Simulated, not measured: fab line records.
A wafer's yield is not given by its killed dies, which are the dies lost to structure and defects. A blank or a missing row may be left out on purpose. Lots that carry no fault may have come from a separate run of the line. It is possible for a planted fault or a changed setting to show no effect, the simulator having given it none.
Matching of chambers	flow gf180mcu	GF_PASSIVATION_ETCH_11 on rieDiel-04 has 4 sister chambers
The step etches the open film in CF4/O2, stops on TiN, target depth 1800 nm, time 400 s. 39 wafers are shown with their chamber, then 12 later ones without.

EACH WAFER AND ITS CHAMBER
wafer	chamber	drypumpMotorCurrentA (A)	oesProductAu (a.u.)	throttleValvePct (%)
L076.2	3	4.7	0.958	5.960
L076.3	1	5.8	0.958	5.968
L076.4	2	5.7	0.959	5.954
L077.1	1	5.8	0.969	5.968
L077.2	0	5.5	0.960	5.959
L077.6	1	5.8	0.982	5.966
L078.1	3	4.7	0.958	5.964
L078.2	1	5.8	0.966	5.961
L078.3	2	5.6	0.968	5.971
L078.4	0	5.5	0.967	5.960
L078.5	1	5.8	0.963	5.959
L078.6	2	5.6	0.966	5.951
L080.1	3	4.7	0.958	5.957
L080.4	0	5.5	0.968	5.953
L080.6	2	5.7	0.984	5.969
L081.3	0	5.5	0.966	5.964
L081.5	2	5.7	0.965	5.970
L081.6	3	4.7	0.969	5.966
L083.1	1	5.8	0.973	5.965
L083.2	0	5.5	0.958	5.962
L083.3	2	5.7	0.955	5.963
L083.4	1	5.8	0.968	5.979
L083.5	0	5.5	0.963	5.962
L083.6	2	5.6	0.976	5.954
L084.1	2	5.7	0.971	5.949
L084.2	1	5.8	0.959	5.942
L084.3	0	5.5	0.968	5.960
L084.4	2	5.6	0.978	5.970
L084.5	1	5.9	0.971	5.959
L084.6	0	5.5	0.977	5.954
L085.3	1	5.8	0.972	5.959
L085.5	3	4.7	0.966	5.973
L085.6	2	5.7	0.971	5.968
L088.2	2	5.6	0.956	5.969
L088.3	3	4.7	0.967	5.950
L088.5	3	4.7	0.977	5.980
L089.1	1	5.9	0.962	5.965
L089.2	3	4.7	0.960	5.944
L089.3	2	5.7	0.952	5.957

SIGNATURES (means of the wafers above)
reading	chamber 0	chamber 1	chamber 2	chamber 3	scatter within a chamber
drypumpMotorCurrentA	5.500	5.818	5.658	4.700	0.0361
oesProductAu	0.96587	0.96755	0.96675	0.96413	0.00782
throttleValvePct	5.95925	5.96282	5.96208	5.96175	0.00873
Rule: a wafer lies at a distance from a chamber equal to the root of the sum of squares, over the readings, of (its reading less the chamber's mean, divided by the reading's scatter). If the next closest chamber is less than 2 further off than the closest, the wafer can't be placed; otherwise it belongs to the closest. The scatter: take each reading less its chamber's mean, square it, sum over the shown wafers, divide by the number of wafers less the number of chambers, and take the root.

WAFERS WHOSE CHAMBER IS MISSING
wafer	drypumpMotorCurrentA (A)	oesProductAu (a.u.)	throttleValvePct (%)
L089.4	5.8	0.972	5.958
L089.5	4.7	0.972	5.957
L089.6	5.7	0.957	5.969
L092.4	5.6	0.980	5.953
L092.5	4.7	0.976	5.968
L092.6	5.6	0.977	5.958
L094.1	5.9	0.952	5.953
L094.2	5.5	0.953	5.941
L094.6	5.7	0.959	5.955
L096.2	4.7	0.962	5.958
L096.3	5.6	0.953	5.959
L096.4	5.9	0.967	5.968

EACH ONE'S CHAMBER
wafer	from the rows above	in truth
L089.4	1	1
L089.5	3	3
L089.6	can't be placed: 2 or 1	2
L092.4	can't be placed: 2 or 0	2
L092.5	3	3
L092.6	can't be placed: 2 or 0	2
L094.1	1	1
L094.2	0	0
L094.6	can't be placed: 2 or 1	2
L096.2	3	3
L096.3	can't be placed: 2 or 0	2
L096.4	1	1
7 of 12 placed correctly. Not placeable from these rows: 5 (in 5, the candidates include the true chamber). 0 placed wrongly.
